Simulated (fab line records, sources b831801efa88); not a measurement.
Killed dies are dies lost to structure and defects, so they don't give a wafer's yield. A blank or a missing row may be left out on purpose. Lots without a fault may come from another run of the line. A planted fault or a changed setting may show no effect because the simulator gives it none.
Problem report in the 8D (eight disciplines) form, filled by code | flow sfq_line | the parts of the form that need people (team, actions taken, sign-off) are left out

1. THE PROBLEM
spin_speed_rpm at SFQ_TRILAYER_M3_LITHO_COAT_080 reads a mean of 3186.5 rpm on 6 wafers of 2 lots; wafers without a fault read 2999.6 rpm with a standard deviation of 2.5. That is +75 standard deviations from the usual mean.
The step: resist thk 62 nm.
First seen on wafer L572.1, day 39 11:53, on litho_track-04. The record holds 18 wafers of 6 lots with a number at this step. Rule for "out", or "out of limits": more than 4 standard deviations from the usual mean. The other wafers with a number count as sound.

2. WHAT IT IS AND WHAT IT IS NOT
question                    | is                     | is not
which readings at this step | spin_speed_rpm         | -
which lots                  | L572, L573             | L581, L582, L583, L584
which wafers of those lots  | all that have a number | -
read on which tools         | litho_track-04         | litho_track-02, litho_track-03
when                        | from day 39 11:53      | up to then (0 sound wafers); but 12 sound wafers of L581, L582, L583, L584 came after

3. SUSPECTS, AND WHAT RULES EACH OUT
Counting: a tool at a process step up to the reading stays a suspect if it ran every lot that is out and no sound lot after the first of them.
- rie_metal-02 at SFQ_TRILAYER_I2_VIA_STRIP_STRIP_071 (strips in O2): ruled out as a lasting fault. Sound lots L582 ran on it after its first lot that is out, L572 (day 39 10:35).
- litho_track-04 at SFQ_TRILAYER_M3_LITHO_COAT_080 (resist thk 62 nm): ruled out as a lasting fault. Sound lots L583 ran on it after its first lot that is out, L572 (day 39 11:53).
Left after counting: nothing in the record.

4. THE CAUSE (what the simulator had put in)
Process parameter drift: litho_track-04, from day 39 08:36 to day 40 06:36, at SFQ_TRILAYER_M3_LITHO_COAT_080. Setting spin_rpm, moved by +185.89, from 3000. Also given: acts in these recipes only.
Counting ruled it out, wrongly.

5. THE CHAIN OF EFFECTS, in route order
Each row: a reading whose mean over the struck wafers that have a number lies more than 3 standard deviations from the usual. Only readings for which the record gives a usual standard deviation are gone through. hours: the time from each lot's start at the first step in this table that gives one to its start at this step, as a median over the lots. sigmas: the change in usual standard deviations.
hours | step                           | reading        | usual      | on struck wafers | change | sigmas
0     | SFQ_TRILAYER_M3_LITHO_COAT_080 | spin_speed_rpm | 2999.6 rpm | 3186.5           | +186.9 | +75
The process steps in it:
- SFQ_TRILAYER_M3_LITHO_COAT_080: resist thk 62 nm.
Later measuring or inspecting steps at which every struck wafer that the step has a row for has a number for every such reading, and none has moved that far: SFQ_M3_OVL_MEAS_921.

6. WHAT WOULD HAVE CAUGHT IT SOONER
In this record the first reading out of limits was taken at day 39 11:53, 3 hours after the fault began at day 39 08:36.
